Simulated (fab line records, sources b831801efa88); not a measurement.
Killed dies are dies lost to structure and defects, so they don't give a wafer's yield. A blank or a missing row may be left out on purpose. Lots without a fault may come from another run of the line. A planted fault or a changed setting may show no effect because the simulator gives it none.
Which tool did it? | flow sky130 | 6 lots, 18 wafers sampled, at 3 steps of a route of 708

WHAT THE GAUGES READ, wafer by wafer
SKY_VT_ADJUST_LVTN_OVL_MEAS_18.
lot  | measured     | on         | VT_ADJUST_LVTN_01_OVL (nm)
L912 | day 8 07:54  | overlay-01 | -0.6 0.9 2.2
L922 | day 11 07:27 | overlay-01 | 1.0 -0.7 -1.3
L926 | day 12 11:16 | overlay-02 | 2.6 1.2 2.2
L928 | day 12 20:01 | overlay-01 | 1.4 2.7 4.1
L930 | day 13 13:43 | overlay-01 | 0.8 2.1 0.9
L932 | day 14 01:05 | overlay-02 | -0.3 0.0 -2.0

WHICH TOOL RAN EACH LOT (tool, then ch and the chambers of the sampled wafers, then the start)
lot  | SKY_VT_ADJUST_LVTN_STRIP_09          | SKY_VT_ADJUST_LVTN_EXPOSE_15
L912 | plasma_asher-02 ch 0,1, day 7 11:39  | iline_stepper-02 ch 0, day 7 21:56
L922 | plasma_asher-04 ch 0,1, day 10 08:23 | iline_stepper-01 ch 0, day 10 19:58
L926 | plasma_asher-02 ch 0,1, day 11 11:07 | iline_stepper-02 ch 0, day 11 23:26
L928 | plasma_asher-04 ch 0,1, day 11 19:59 | iline_stepper-02 ch 0, day 12 08:15
L930 | plasma_asher-02 ch 0,1, day 12 12:05 | iline_stepper-02 ch 0, day 13 01:19
L932 | plasma_asher-04 ch 0,1, day 12 23:01 | iline_stepper-01 ch 0, day 13 12:24
- SKY_VT_ADJUST_LVTN_STRIP_09: strips in O2/N2.
- SKY_VT_ADJUST_LVTN_EXPOSE_15: exposes mask HVN STD DERIVED, target cd 600 nm.

THE ANSWER, worked out from the rows above alone
Rule: what is usual is taken from the lots themselves. Put in order of their means at a reading, lots are off if they are a third of the lots or fewer, leave a main group of 4 or more, and stand apart from it by a gap of 3 or more times the standard deviation of the main group's means; of several such gaps the widest counts. A main group whose means are all the same, to the digits that the tables above print for the reading, isn't used. A lot without any number at a reading at which 4 lots or more have one is off too. The other lots that the step has rows for count as sound.
No lot is off at any reading shown: from this, nothing can be told.

WHAT THE SIMULATOR HAD PUT IN
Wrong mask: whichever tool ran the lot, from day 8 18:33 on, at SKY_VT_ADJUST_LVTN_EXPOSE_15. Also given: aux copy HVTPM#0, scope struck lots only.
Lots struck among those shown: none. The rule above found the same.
